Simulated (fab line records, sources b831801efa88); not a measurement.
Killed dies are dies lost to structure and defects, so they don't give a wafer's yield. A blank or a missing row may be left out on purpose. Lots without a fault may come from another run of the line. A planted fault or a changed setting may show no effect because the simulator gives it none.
fab line records | flow sky130
record lots=5 wafers=15 last_day=50
route steps=708 shown LDD_N@252 LDD_P@255 LDD_HVN@267 LDD_HVP@278 LDD_LDN@289
lots that met no fault: from a run of the same line without faults
start_h: hours from the record's first day to the start of the lot's first wafer shown | wait_h: hours since the lot's step before | " the same as in the row above | L1.1+2: a row that stands for several wafers | - no value, or no start given | * or withheld: withheld | < > ~ a bound
route shown NAME@n: a module of which the file shows steps, and the number in the route of the first | usual: mean/standard deviation of fault-free wafers | same: alike in all rows | chamber/n: place in a boat | sites: the reading at each site | _std_site: their standard deviation | _edge_site: outer sites' mean less inner sites' | radius_mm: how far each site lies from the wafer's centre | mask NAME#n: copy n | behind: the tool/chamber that last shaped the wafer | hold: why the lot was held/for how many hours/how that ended | device: the transistor (n, p or np) that didn't switch | end of line: the same wafers' tests at the end of the route | a step without rows: its recipe alone | killed: dies lost to structure and defects at the first sort, not the wafer's yield | map: a wafer's dies, x killed, . not, _ none there
set.NAME: the setting as run; set.NAME@STEP: as run at that earlier step | model.NAME: the simulator's own value behind a step, which no gauge read
lots at some steps of the route; a table a step, a row a wafer
services: from which hour (start_h, from the record's first day; less than 0 if before it) a tool's chamber was out of use, for how many hours, and why
## steps
# step SKY_LDD_N_IMPLANT_15
# recipe species=BF2 energy_kev=50 dose_cm2=5e+12 tilt_deg=30 rotation_deg=270
# usual dose_ions_cm2=5.001e+12/4.9e+09
# columns lot.wafer tool chamber start_h wait_h dose_ions_cm2
L075.2 implanter-04 0 420.79 0.1 5.007e+12
L075.5 " 0 " " 4.996e+12
L075.6 " 0 " " 5.004e+12
L080.2 implanter-01 0 461.46 0.1 4.999e+12
L080.3 " 0 " " 5.002e+12
L080.5 " 0 " " 5.006e+12
L083.1 implanter-01 0 486.86 0.1 5.011e+12
L083.2 " 0 " " 5.013e+12
L083.3 " 0 " " 5.011e+12
L095.2 implanter-04 0 591.04 0.1 4.999e+12
L095.3 " 0 " " 5.004e+12
L095.4 " 0 " " 4.997e+12
L096.1 implanter-01 0 594.36 0.1 4.999e+12
L096.4 " 0 " " 4.995e+12
L096.5 " 0 " " 4.996e+12
# step SKY_LDD_N_STRIP_16
# recipe chemistry=O2/N2 power_w=1400 pressure_mtorr=1500 platen_temp_c=withheld o2_flow_sccm=3000 n2_flow_sccm=300 overash_fraction=0.5
# usual chamber_pressure_mTorr=1499.9/1.3 drypump_motor_current_A=5.5/0.43 oes_product_au=0.407/0.0045 strip_time_to_endpoint_s=4.317/0.014
# columns lot.wafer tool chamber start_h wait_h chamber_pressure_mTorr drypump_motor_current_A oes_product_au rf_hours_counter_h strip_time_to_endpoint_s
L075.2 plasma_asher-01 1 420.91 0.1 1499.6 5.3 0.404 56 4.314
L075.5 " 0 " " 1502.9 6.0 0.411 - 4.325
L075.6 " 1 " " 1499.9 5.3 0.407 - 4.319
L080.2 plasma_asher-03 1 461.58 0.1 1498.9 5.8 0.404 1 4.311
L080.3 " 1 " " 1502.4 5.8 0.400 - 4.308
L080.5 " 0 " " 1499.6 4.7 0.402 - 4.319
L083.1 plasma_asher-02 1 487.01 0.1 1502.2 5.3 0.408 89 4.311
L083.2 " 0 " " 1502.4 5.6 0.407 89 4.313
L083.3 " 0 " " 1501.0 5.6 0.405 - 4.316
L095.2 plasma_asher-03 1 591.16 0.1 1500.4 5.9 0.399 14 4.306
L095.3 " 0 " " 1501.0 4.7 0.409 - 4.321
L095.4 " 1 " " 1500.3 5.9 0.401 - 4.301
L096.1 plasma_asher-03 1 594.51 0.1 1499.4 5.9 0.412 14 4.339
L096.4 " 0 " " 1499.5 4.7 0.402 - 4.324
L096.5 " 0 " " 1501.9 4.7 0.408 - 4.336
# step SKY_LDD_N_TW_MEAS_17
# usual LDD_N_TW=2565/26
# columns lot.wafer tool chamber start_h wait_h LDD_N_TW
L075.2 film_metro-02 - 421.02 0.1 2599
L075.5 " - " " 2596
L075.6 " - " " 2591
L080.2 film_metro-04 - 461.69 0.1 2564
L080.3 " - " " 2570
L080.5 " - " " 2563
L083.1 film_metro-02 - 487.11 0.1 2597
L083.2 " - " " 2586
L083.3 " - " " 2608
L095.2 film_metro-02 - 591.27 0.1 2589
L095.3 " - " " 2595
L095.4 " - " " 2616
L096.1 film_metro-04 - 594.61 0.1 2548
L096.4 " - " " 2583
L096.5 " - " " 2575
# step SKY_LDD_P_DEHYDRATE_00
# recipe temp_c=200 time_s=60
# columns lot.wafer tool chamber start_h wait_h
L075.2+5+6 litho_track-04 0 435.60 14.6
L080.2+3+5 litho_track-02 0 475.72 14.0
L083.1+2+3 litho_track-04 0 502.03 14.9
L095.2+3+4 litho_track-03 0 605.20 13.9
L096.1+4+5 litho_track-03 0 607.97 13.4
# step SKY_LDD_P_HMDS_01
# recipe prime_time_s=60 prime_temp_c=120
# same prime_time_s=60
# columns lot.wafer tool chamber start_h wait_h
L075.2+5+6 litho_track-04 0 435.75 0.1
L080.2+3+5 litho_track-02 0 475.87 0.1
L083.1+2+3 litho_track-04 0 502.18 0.1
L095.2+3+4 litho_track-03 0 605.35 0.1
L096.1+4+5 litho_track-03 0 608.12 0.1
# step SKY_LDD_P_COAT_02
# recipe resist=NOVOLAK spin_rpm=3000 resist_thk_nm=1140
# columns lot.wafer tool chamber start_h wait_h
L075.2+5+6 litho_track-04 0 435.90 0.1
L080.2+3+5 litho_track-02 0 476.02 0.1
L083.1+2+3 litho_track-04 0 502.33 0.1
L095.2+3+4 litho_track-03 0 605.50 0.1
L096.1+4+5 litho_track-03 0 608.27 0.1
# step SKY_LDD_P_SOFTBAKE_03
# recipe temp_c=90 time_s=60 resist=NOVOLAK
# columns lot.wafer tool chamber start_h wait_h
L075.2+5+6 litho_track-04 0 436.05 0.1
L080.2+3+5 litho_track-02 0 476.17 0.1
L083.1+2+3 litho_track-04 0 502.48 0.1
L095.2+3+4 litho_track-03 0 605.65 0.1
L096.1+4+5 litho_track-03 0 608.42 0.1
# step SKY_LDD_P_EXPOSE_04
# recipe mask_id=PSDM na=0.6 source_shape=conventional sigma_outer=0.6 polarization=unpolarized target_cd_nm=380 dose_mj=138
# columns lot.wafer tool chamber start_h wait_h mask
L075.2+5+6 iline_stepper-02 0 - - PSDM#0
L080.2+3+5 iline_stepper-02 0 - - PSDM#0
L083.1+2+3 iline_stepper-02 0 - - PSDM#0
L095.2+3+4 iline_stepper-01 0 - - PSDM#0
L096.1+4+5 iline_stepper-01 0 - - PSDM#0
# step SKY_LDD_P_PEB_05
# recipe temp_c=withheld time_s=* resist=NOVOLAK
# columns lot.wafer tool chamber start_h wait_h
L075.2+5+6 litho_track-03 0 - -
L080.2+3+5 litho_track-02 0 - -
L083.1+2+3 litho_track-03 0 - -
L095.2+3+4 litho_track-02 0 - -
L096.1+4+5 litho_track-03 0 - -
# step SKY_LDD_P_DEVELOP_06
# recipe resist=NOVOLAK developer=TMAH develop_time_s=60 dev_temp_c=23
# columns lot.wafer tool chamber start_h wait_h
L075.2+5+6 litho_track-03 0 451.70 0.1
L080.2+3+5 litho_track-02 0 492.22 0.1
L083.1+2+3 litho_track-03 0 516.82 0.1
L095.2+3+4 litho_track-02 0 620.67 0.1
L096.1+4+5 litho_track-03 0 623.02 0.1
# step SKY_LDD_P_CD_MEAS_07
# recipe target_cd_nm=380
# usual cd_nm=380.1/2.3
# columns lot.wafer tool chamber start_h wait_h cd_nm
L075.2 cd_sem-01 - 451.84 0.1 377.3
L075.5 " - " " 379.4
L075.6 " - " " 380.2
L080.2 cd_sem-02 - 492.37 0.1 382.2
L080.3 " - " " 382.1
L080.5 " - " " 382.7
L083.1 cd_sem-01 - 516.97 0.1 378.5
L083.2 " - " " 380.0
L083.3 " - " " 379.3
L095.2 cd_sem-01 - 620.82 0.1 378.8
L095.3 " - " " 380.8
L095.4 " - " " 381.6
L096.1 cd_sem-02 - 623.17 0.1 379.3
L096.4 " - " " 380.5
L096.5 " - " " 377.6
# step SKY_LDD_P_OVL_MEAS_08
# usual LDD_P_OVL=-0.1/1.3
# columns lot.wafer tool chamber start_h wait_h LDD_P_OVL[nm]
L075.2 overlay-01 - 451.95 0.1 -0.2
L075.5 " - " " -0.3
L075.6 " - " " 0.2
L080.2 overlay-02 - 492.47 0.1 -1.1
L080.3 " - " " 0.2
L080.5 " - " " -0.7
L083.1 overlay-02 - 517.09 0.1 1.9
L083.2 " - " " 1.1
L083.3 " - " " 0.8
L095.2 overlay-01 - 620.92 0.1 -0.4
L095.3 " - " " 1.3
L095.4 " - " " -1.1
L096.1 overlay-02 - 623.29 0.1 0.7
L096.4 " - " " 1.5
L096.5 " - " " 0.6
# step SKY_LDD_P_IMPLANT_09
# recipe species=BF2 energy_kev=25 dose_cm2=1e+13 tilt_deg=withheld
# usual dose_ions_cm2=1e+13/9.7e+09
# columns lot.wafer tool chamber start_h wait_h dose_ions_cm2
L075.2 implanter-04 0 452.01 0.0 1e+13
L075.5 " 0 " " 9.974e+12
L075.6 " 0 " " 1.0003e+13
L080.2 implanter-04 0 492.53 0.0 9.973e+12
L080.3 " 0 " " 9.992e+12
L080.5 " 0 " " 1.0019e+13
L083.1 implanter-04 0 517.13 0.0 1.0002e+13
L083.2 " 0 " " 1.0007e+13
L083.3 " 0 " " 1.0001e+13
L095.2 implanter-03 0 620.98 0.0 1.0015e+13
L095.3 " 0 " " 1.001e+13
L095.4 " 0 " " 1.0006e+13
L096.1 implanter-02 0 623.33 0.0 1.0013e+13
L096.4 " 0 " " 1.0007e+13
L096.5 " 0 " " 9.998e+12
# step SKY_LDD_P_STRIP_10
# recipe chemistry=O2/N2 power_w=1400 pressure_mtorr=1500 platen_temp_c=withheld o2_flow_sccm=3000 n2_flow_sccm=300 overash_fraction=0.5
# usual chamber_pressure_mTorr=1500.1/1.3 drypump_motor_current_A=5.7/0.55 oes_product_au=0.715/0.005 strip_time_to_endpoint_s=14.191/0.029
# columns lot.wafer tool chamber start_h wait_h chamber_pressure_mTorr drypump_motor_current_A oes_product_au rf_hours_counter_h strip_time_to_endpoint_s
L075.2 plasma_asher-03 1 452.13 0.1 1499.2 5.8 0.705 0 14.163
L075.5 " 0 " " 1500.3 4.7 0.720 - 14.190
L075.6 " 1 " " 1501.6 5.9 0.713 - 14.201
L080.2 plasma_asher-01 1 492.65 0.1 1498.6 5.3 0.717 65 14.204
L080.3 " 0 " " 1500.3 6.0 0.710 - 14.265
L080.5 " 1 " " 1498.4 5.3 0.719 - 14.167
L083.1 plasma_asher-04 0 517.28 0.1 1499.7 6.0 0.714 38 14.163
L083.2 " 1 " " 1499.8 6.5 0.724 38 14.197
L083.3 " 0 " " 1499.2 6.0 0.714 - 14.174
L095.2 plasma_asher-04 0 621.10 0.1 1500.1 6.0 0.723 49 14.168
L095.3 " 0 " " 1500.5 6.0 0.711 - 14.174
L095.4 " 1 " " 1500.0 6.5 0.719 - 14.174
L096.1 plasma_asher-01 0 623.48 0.1 1498.1 6.0 0.713 77 14.272
L096.4 " 1 " " 1499.7 5.3 0.721 - 14.149
L096.5 " 1 " " 1500.6 5.3 0.719 - 14.190
# step SKY_LDD_P_TW_MEAS_11
# usual LDD_P_TW=630/6.7
# columns lot.wafer tool chamber start_h wait_h LDD_P_TW
L075.2 film_metro-01 - 452.24 0.1 631
L075.5 " - " " 634
L075.6 " - " " 633
L080.2 film_metro-02 - 492.76 0.1 638
L080.3 " - " " 640
L080.5 " - " " 641
L083.1 film_metro-01 - 517.38 0.1 625
L083.2 " - " " 627
L083.3 " - " " 625
L095.2 film_metro-01 - 621.21 0.1 621
L095.3 " - " " 619
L095.4 " - " " 623
L096.1 film_metro-04 - 623.58 0.1 629
L096.4 " - " " 628
L096.5 " - " " 629
# step SKY_LDD_HVN_DEHYDRATE_00
# recipe temp_c=200 time_s=60
# columns lot.wafer tool chamber start_h wait_h
L075.2+5+6 litho_track-02 0 466.72 14.5
L080.2+3+5 litho_track-01 0 506.92 14.1
L083.1+2+3 litho_track-02 0 532.20 14.8
L095.2+3+4 litho_track-01 0 634.37 13.1
L096.1+4+5 litho_track-02 0 637.05 13.5
# step SKY_LDD_HVN_HMDS_01
# recipe prime_time_s=60 prime_temp_c=120
# same prime_time_s=60
# columns lot.wafer tool chamber start_h wait_h
L075.2+5+6 litho_track-02 0 466.87 0.1
L080.2+3+5 litho_track-01 0 507.07 0.1
L083.1+2+3 litho_track-02 0 532.35 0.1
L095.2+3+4 litho_track-01 0 634.52 0.1
L096.1+4+5 litho_track-02 0 637.20 0.1
# step SKY_LDD_HVN_COAT_02
# recipe resist=NOVOLAK spin_rpm=3000 resist_thk_nm=300
# columns lot.wafer tool chamber start_h wait_h
L075.2+5+6 litho_track-02 0 467.02 0.1
L080.2+3+5 litho_track-01 0 507.22 0.1
L083.1+2+3 litho_track-02 0 532.50 0.1
L095.2+3+4 litho_track-01 0 634.67 0.1
L096.1+4+5 litho_track-02 0 637.35 0.1
# step SKY_LDD_HVN_SOFTBAKE_03
# recipe temp_c=90 time_s=60 resist=NOVOLAK
# columns lot.wafer tool chamber start_h wait_h
L075.2+5+6 litho_track-02 0 467.17 0.1
L080.2+3+5 litho_track-01 0 507.37 0.1
L083.1+2+3 litho_track-02 0 532.65 0.1
L095.2+3+4 litho_track-01 0 634.82 0.1
L096.1+4+5 litho_track-02 0 637.50 0.1
# step SKY_LDD_HVN_EXPOSE_04
# recipe mask_id=HVNTM na=0.6 source_shape=conventional sigma_outer=0.6 polarization=unpolarized target_cd_nm=700 dose_mj=127
# columns lot.wafer tool chamber start_h wait_h mask
L075.2+5+6 iline_stepper-02 0 - - HVNTM#0
L080.2+3+5 iline_stepper-02 0 - - HVNTM#0
L083.1+2+3 iline_stepper-01 0 - - HVNTM#0
L095.2+3+4 iline_stepper-02 0 - - HVNTM#0
L096.1+4+5 iline_stepper-01 0 - - HVNTM#0
# step SKY_LDD_HVN_PEB_05
# recipe temp_c=withheld time_s=* resist=NOVOLAK
# columns lot.wafer tool chamber start_h wait_h
L075.2+5+6 litho_track-01 0 - -
L080.2+3+5 litho_track-01 0 - -
L083.1+2+3 litho_track-02 0 - -
L095.2+3+4 litho_track-02 0 - -
L096.1+4+5 litho_track-03 0 - -
# step SKY_LDD_HVN_DEVELOP_06
# recipe resist=NOVOLAK developer=TMAH develop_time_s=60 dev_temp_c=23
# columns lot.wafer tool chamber start_h wait_h
L075.2+5+6 litho_track-01 0 482.17 0.1
L080.2+3+5 litho_track-01 0 522.57 0.1
L083.1+2+3 litho_track-02 0 547.30 0.1
L095.2+3+4 litho_track-02 0 649.22 0.1
L096.1+4+5 litho_track-03 0 651.77 0.1
# step SKY_LDD_HVN_OVL_MEAS_07
# usual LDD_HVN_OVL=0.9/1.6
# columns lot.wafer tool chamber start_h wait_h LDD_HVN_OVL[nm]
L075.2 overlay-02 - 482.30 0.1 -1.8
L075.5 " - " " 1.5
L075.6 " - " " 0.9
L080.2 overlay-02 - 522.70 0.1 3.3
L080.3 " - " " 3.9
L080.5 " - " " 2.5
L083.1 overlay-01 - 547.45 0.1 1.8
L083.2 " - " " 0.2
L083.3 " - " " 0.1
L095.2 overlay-01 - 649.35 0.1 2.8
L095.3 " - " " 3.6
L095.4 " - " " 2.5
L096.1 overlay-01 - 651.92 0.1 1.3
L096.4 " - " " 0.1
L096.5 " - " " 1.2
# step SKY_LDD_HVN_IMPLANT_08
# recipe species=P energy_kev=60 dose_cm2=3e+13 tilt_deg=40
# usual dose_ions_cm2=3.0003e+13/3e+10
# columns lot.wafer tool chamber start_h wait_h dose_ions_cm2
L075.2 implanter-03 0 482.36 0.0 3.0034e+13
L075.5 " 0 " " 3.0031e+13
L075.6 " 0 " " 3.0017e+13
L080.2 implanter-04 0 522.76 0.0 3.0005e+13
L080.3 " 0 " " 3.0001e+13
L080.5 " 0 " " 2.9992e+13
L083.1 implanter-03 0 547.48 0.0 2.9998e+13
L083.2 " 0 " " 2.9972e+13
L083.3 " 0 " " 3.0007e+13
L095.2 implanter-01 0 649.41 0.0 3.0023e+13
L095.3 " 0 " " 3.0028e+13
L095.4 " 0 " " 2.9993e+13
L096.1 implanter-03 0 651.96 0.0 2.9991e+13
L096.4 " 0 " " 2.9967e+13
L096.5 " 0 " " 3.0013e+13
# step SKY_LDD_HVN_STRIP_09
# recipe chemistry=O2/N2 power_w=1400 pressure_mtorr=1500 platen_temp_c=withheld o2_flow_sccm=3000 n2_flow_sccm=300 overash_fraction=0.5
# usual chamber_pressure_mTorr=1500.0/1.4 drypump_motor_current_A=5.6/0.52 oes_product_au=0.408/0.0051 strip_time_to_endpoint_s=4.133/0.016
# columns lot.wafer tool chamber start_h wait_h chamber_pressure_mTorr drypump_motor_current_A oes_product_au rf_hours_counter_h strip_time_to_endpoint_s
L075.2 plasma_asher-03 1 482.48 0.1 1498.9 5.9 0.412 3 4.105
L075.5 " 0 " " 1500.4 4.7 0.406 - 4.133
L075.6 " 1 " " 1502.2 5.9 0.410 - 4.122
L080.2 plasma_asher-04 0 522.88 0.1 1498.6 6.0 0.404 39 4.133
L080.3 " 1 " " 1500.3 6.5 0.401 - 4.134
L080.5 " 0 " " 1500.5 6.0 0.403 - 4.150
L083.1 plasma_asher-03 1 547.63 0.1 1499.3 5.9 0.407 10 4.173
L083.2 " 0 " " 1499.2 4.7 0.410 10 4.164
L083.3 " 0 " " 1502.8 4.7 0.402 - 4.127
L095.2 plasma_asher-02 0 649.53 0.1 1498.5 5.6 0.411 105 4.122
L095.3 " 1 " " 1498.1 5.3 0.405 - 4.106
L095.4 " 0 " " 1499.8 5.6 0.417 - 4.106
L096.1 plasma_asher-02 0 652.11 0.1 1500.3 5.6 0.405 106 4.126
L096.4 " 0 " " 1499.5 5.6 0.411 - 4.121
L096.5 " 1 " " 1500.7 5.3 0.408 - 4.121
# step SKY_LDD_HVN_TW_MEAS_10
# usual LDD_HVN_TW=1414/14
# columns lot.wafer tool chamber start_h wait_h LDD_HVN_TW
L075.2 film_metro-02 - 482.59 0.1 1444
L075.5 " - " " 1449
L075.6 " - " " 1448
L080.2 film_metro-02 - 522.99 0.1 1440
L080.3 " - " " 1440
L080.5 " - " " 1436
L083.1 film_metro-03 - 547.73 0.1 1410
L083.2 " - " " 1409
L083.3 " - " " 1405
L095.2 film_metro-03 - 649.64 0.1 1411
L095.3 " - " " 1409
L095.4 " - " " 1409
L096.1 film_metro-01 - 652.21 0.1 1399
L096.4 " - " " 1401
L096.5 " - " " 1395
# step SKY_LDD_HVP_DEHYDRATE_00
# recipe temp_c=200 time_s=60
# columns lot.wafer tool chamber start_h wait_h
L075.2+5+6 litho_track-04 0 497.50 14.9
L080.2+3+5 litho_track-01 0 536.72 13.7
L083.1+2+3 litho_track-04 0 562.43 14.7
L095.2+3+4 litho_track-02 0 662.02 12.4
L096.1+4+5 litho_track-01 0 665.25 13.0
# step SKY_LDD_HVP_HMDS_01
# recipe prime_time_s=60 prime_temp_c=120
# same prime_time_s=60
# columns lot.wafer tool chamber start_h wait_h
L075.2+5+6 litho_track-04 0 497.65 0.1
L080.2+3+5 litho_track-01 0 536.87 0.1
L083.1+2+3 litho_track-04 0 562.58 0.1
L095.2+3+4 litho_track-02 0 662.17 0.1
L096.1+4+5 litho_track-01 0 665.40 0.1
# step SKY_LDD_HVP_COAT_02
# recipe resist=NOVOLAK spin_rpm=3000 resist_thk_nm=300
# columns lot.wafer tool chamber start_h wait_h
L075.2+5+6 litho_track-04 0 497.80 0.1
L080.2+3+5 litho_track-01 0 537.02 0.1
L083.1+2+3 litho_track-04 0 562.73 0.1
L095.2+3+4 litho_track-02 0 662.32 0.1
L096.1+4+5 litho_track-01 0 665.55 0.1
# step SKY_LDD_HVP_SOFTBAKE_03
# recipe temp_c=90 time_s=60 resist=NOVOLAK
# columns lot.wafer tool chamber start_h wait_h
L075.2+5+6 litho_track-04 0 497.95 0.1
L080.2+3+5 litho_track-01 0 537.17 0.1
L083.1+2+3 litho_track-04 0 562.88 0.1
L095.2+3+4 litho_track-02 0 662.47 0.1
L096.1+4+5 litho_track-01 0 665.70 0.1
# step SKY_LDD_HVP_EXPOSE_04
# recipe mask_id=HVPTM na=0.6 source_shape=conventional sigma_outer=0.6 polarization=unpolarized target_cd_nm=700 dose_mj=86
# columns lot.wafer tool chamber start_h wait_h mask
L075.2+5+6 iline_stepper-02 0 - - HVPTM#0
L080.2+3+5 iline_stepper-01 0 - - HVPTM#0
L083.1+2+3 iline_stepper-02 0 - - HVPTM#0
L095.2+3+4 iline_stepper-01 0 - - HVPTM#0
L096.1+4+5 iline_stepper-02 0 - - HVPTM#0
# step SKY_LDD_HVP_PEB_05
# recipe temp_c=withheld time_s=* resist=NOVOLAK
# columns lot.wafer tool chamber start_h wait_h
L075.2+5+6 litho_track-01 0 - -
L080.2+3+5 litho_track-01 0 - -
L083.1+2+3 litho_track-01 0 - -
L095.2+3+4 litho_track-01 0 - -
L096.1+4+5 litho_track-02 0 - -
# step SKY_LDD_HVP_DEVELOP_06
# recipe resist=NOVOLAK developer=TMAH develop_time_s=60 dev_temp_c=23
# columns lot.wafer tool chamber start_h wait_h
L075.2+5+6 litho_track-01 0 513.27 0.1
L080.2+3+5 litho_track-01 0 552.32 0.1
L083.1+2+3 litho_track-01 0 577.15 0.1
L095.2+3+4 litho_track-01 0 676.87 0.1
L096.1+4+5 litho_track-02 0 680.30 0.1
# step SKY_LDD_HVP_OVL_MEAS_07
# usual LDD_HVP_OVL=-0.2/1.2
# columns lot.wafer tool chamber start_h wait_h LDD_HVP_OVL[nm]
L075.2 overlay-02 - 513.40 0.1 -1.1
L075.5 " - " " -2.6
L075.6 " - " " -2.1
L080.2 overlay-01 - 552.45 0.1 0.0
L080.3 " - " " 0.5
L080.5 " - " " -0.3
L083.1 overlay-01 - 577.30 0.1 1.5
L083.2 " - " " 0.5
L083.3 " - " " 1.0
L095.2 overlay-02 - 677.00 0.1 -3.5
L095.3 " - " " -1.4
L095.4 " - " " -2.1
L096.1 overlay-02 - 680.45 0.1 -0.7
L096.4 " - " " -1.6
L096.5 " - " " 1.2
# step SKY_LDD_HVP_IMPLANT_08
# recipe species=B energy_kev=20 dose_cm2=1.7e+13 tilt_deg=17.9
# usual dose_ions_cm2=1.7003e+13/1.5e+10
# columns lot.wafer tool chamber start_h wait_h dose_ions_cm2
L075.2 implanter-03 0 513.46 0.0 1.7007e+13
L075.5 " 0 " " 1.6993e+13
L075.6 " 0 " " 1.6999e+13
L080.2 implanter-02 0 552.51 0.0 1.6984e+13
L080.3 " 0 " " 1.7007e+13
L080.5 " 0 " " 1.7012e+13
L083.1 implanter-03 0 577.33 0.0 1.7022e+13
L083.2 " 0 " " 1.6991e+13
L083.3 " 0 " " 1.6982e+13
L095.2 implanter-02 0 677.06 0.0 1.6996e+13
L095.3 " 0 " " 1.7021e+13
L095.4 " 0 " " 1.7021e+13
L096.1 implanter-01 0 680.48 0.0 1.6994e+13
L096.4 " 0 " " 1.6994e+13
L096.5 " 0 " " 1.6966e+13
# step SKY_LDD_HVP_STRIP_09
# recipe chemistry=O2/N2 power_w=1400 pressure_mtorr=1500 platen_temp_c=withheld o2_flow_sccm=3000 n2_flow_sccm=300 overash_fraction=0.5
# usual chamber_pressure_mTorr=1499.9/1.3 drypump_motor_current_A=5.8/0.43 oes_product_au=0.408/0.004 strip_time_to_endpoint_s=4.131/0.016
# columns lot.wafer tool chamber start_h wait_h chamber_pressure_mTorr drypump_motor_current_A oes_product_au rf_hours_counter_h strip_time_to_endpoint_s
L075.2 plasma_asher-04 0 513.58 0.1 1500.8 6.0 0.408 38 4.158
L075.5 " 1 " " 1499.2 6.5 0.412 - 4.154
L075.6 " 0 " " 1499.0 6.0 0.412 - 4.149
L080.2 plasma_asher-01 1 552.63 0.1 1499.0 5.3 0.407 70 4.131
L080.3 " 0 " " 1499.0 6.0 0.410 - 4.142
L080.5 " 0 " " 1502.7 6.0 0.410 - 4.146
L083.1 plasma_asher-02 1 577.48 0.1 1499.1 5.3 0.412 98 4.108
L083.2 " 0 " " 1500.8 5.6 0.403 98 4.120
L083.3 " 1 " " 1498.7 5.3 0.408 - 4.141
L095.2 plasma_asher-01 0 677.18 0.1 1499.4 6.0 0.402 82 4.104
L095.3 " 1 " " 1501.3 5.3 0.405 - 4.114
L095.4 " 0 " " 1500.0 6.0 0.405 - 4.141
L096.1 plasma_asher-04 1 680.63 0.1 1500.5 6.5 0.409 55 4.112
L096.4 " 1 " " 1498.7 6.5 0.402 - 4.147
L096.5 " 1 " " 1499.7 6.5 0.408 - 4.136
# step SKY_LDD_HVP_TW_MEAS_10
# usual LDD_HVP_TW=449/3.6
# columns lot.wafer tool chamber start_h wait_h LDD_HVP_TW
L075.2 film_metro-04 - 513.69 0.1 453
L075.5 " - " " 454
L075.6 " - " " 456
L080.2 film_metro-03 - 552.74 0.1 448
L080.3 " - " " 449
L080.5 " - " " 448
L083.1 film_metro-01 - 577.58 0.1 448
L083.2 " - " " 448
L083.3 " - " " 444
L095.2 film_metro-04 - 677.29 0.1 450
L095.3 " - " " 452
L095.4 " - " " 452
L096.1 film_metro-04 - 680.73 0.1 450
L096.4 " - " " 451
L096.5 " - " " 450
# step SKY_LDD_LDN_DEHYDRATE_00
# recipe temp_c=200 time_s=60
# columns lot.wafer tool chamber start_h wait_h
L075.2+5+6 litho_track-03 0 528.20 14.5
L080.2+3+5 litho_track-04 0 566.70 13.9
L083.1+2+3 litho_track-03 0 592.32 14.7
L095.2+3+4 litho_track-03 0 690.80 13.5
L096.1+4+5 litho_track-04 0 693.53 12.8
# step SKY_LDD_LDN_HMDS_01
# recipe prime_time_s=60 prime_temp_c=120
# same prime_time_s=60
# columns lot.wafer tool chamber start_h wait_h
L075.2+5+6 litho_track-03 0 528.35 0.1
L080.2+3+5 litho_track-04 0 566.85 0.1
L083.1+2+3 litho_track-03 0 592.47 0.1
L095.2+3+4 litho_track-03 0 690.95 0.1
L096.1+4+5 litho_track-04 0 693.68 0.1
# step SKY_LDD_LDN_COAT_02
# recipe resist=NOVOLAK spin_rpm=3000 resist_thk_nm=1140
# columns lot.wafer tool chamber start_h wait_h
L075.2+5+6 litho_track-03 0 528.50 0.1
L080.2+3+5 litho_track-04 0 567.00 0.1
L083.1+2+3 litho_track-03 0 592.62 0.1
L095.2+3+4 litho_track-03 0 691.10 0.1
L096.1+4+5 litho_track-04 0 693.83 0.1
# step SKY_LDD_LDN_SOFTBAKE_03
# recipe temp_c=90 time_s=60 resist=NOVOLAK
# columns lot.wafer tool chamber start_h wait_h
L075.2+5+6 litho_track-03 0 528.65 0.1
L080.2+3+5 litho_track-04 0 567.15 0.1
L083.1+2+3 litho_track-03 0 592.77 0.1
L095.2+3+4 litho_track-03 0 691.25 0.1
L096.1+4+5 litho_track-04 0 693.98 0.1
# step SKY_LDD_LDN_EXPOSE_04
# recipe mask_id=LDNTM na=0.6 source_shape=conventional sigma_outer=0.6 polarization=unpolarized target_cd_nm=700 dose_mj=140
# columns lot.wafer tool chamber start_h wait_h mask
L075.2+5+6 iline_stepper-01 0 - - LDNTM#0
L080.2+3+5 iline_stepper-01 0 - - LDNTM#0
L083.1+2+3 iline_stepper-01 0 - - LDNTM#0
L095.2+3+4 iline_stepper-01 0 - - LDNTM#0
L096.1+4+5 iline_stepper-02 0 - - LDNTM#0
# step SKY_LDD_LDN_PEB_05
# recipe temp_c=withheld time_s=* resist=NOVOLAK
# columns lot.wafer tool chamber start_h wait_h
L075.2+5+6 litho_track-04 0 - -
L080.2+3+5 litho_track-04 0 - -
L083.1+2+3 litho_track-04 0 - -
L095.2+3+4 litho_track-04 0 - -
L096.1+4+5 litho_track-03 0 - -
# step SKY_LDD_LDN_DEVELOP_06
# recipe resist=NOVOLAK developer=TMAH develop_time_s=60 dev_temp_c=23
# columns lot.wafer tool chamber start_h wait_h
L075.2+5+6 litho_track-04 0 543.55 0.1
L080.2+3+5 litho_track-04 0 581.85 0.1
L083.1+2+3 litho_track-04 0 606.63 0.1
L095.2+3+4 litho_track-04 0 705.45 0.1
L096.1+4+5 litho_track-03 0 708.42 0.1
# step SKY_LDD_LDN_OVL_MEAS_07
# usual LDD_LDN_OVL=0.7/1.4
# columns lot.wafer tool chamber start_h wait_h LDD_LDN_OVL[nm]
L075.2 overlay-02 - 543.68 0.1 0.9
L075.5 " - " " 1.6
L075.6 " - " " 1.6
L080.2 overlay-01 - 581.98 0.1 0.0
L080.3 " - " " 0.6
L080.5 " - " " -0.2
L083.1 overlay-02 - 606.78 0.1 2.2
L083.2 " - " " 1.5
L083.3 " - " " 2.7
L095.2 overlay-02 - 705.58 0.1 2.3
L095.3 " - " " 0.4
L095.4 " - " " -1.5
L096.1 overlay-02 - 708.57 0.1 0.6
L096.4 " - " " -1.4
L096.5 " - " " 1.3
## services
# columns tool chamber start_h hours kind
plasma_asher-04 - 399.07 1.4 repair
plasma_asher-03 - 415.59 25.4 pm
implanter-03 - 427.63 3.6 pm
plasma_asher-04 - 430.39 14.6 pm
iline_stepper-01 - 431.02 1.7 pm
plasma_asher-03 - 440.96 9.0 pm
iline_stepper-02 - 442.79 8.0 repair
implanter-04 - 459.27 6.6 repair
plasma_asher-04 - 460.72 1.4 repair
plasma_asher-03 - 485.48 3.0 repair
iline_stepper-01 - 491.38 1.5 repair
iline_stepper-01 - 505.69 5.8 repair
implanter-03 - 506.30 3.3 repair
iline_stepper-02 - 511.54 1.7 pm
implanter-04 - 525.77 9.0 repair
plasma_asher-01 - 528.85 9.4 repair
implanter-01 - 531.52 2.8 repair
implanter-03 - 538.21 3.0 repair
implanter-04 - 569.35 4.8 pm
implanter-04 - 595.89 1.7 repair
implanter-04 - 626.97 3.2 repair
implanter-04 - 646.46 3.0 repair
iline_stepper-01 - 649.20 1.7 pm
iline_stepper-01 - 692.34 3.8 repair
## key
fault none
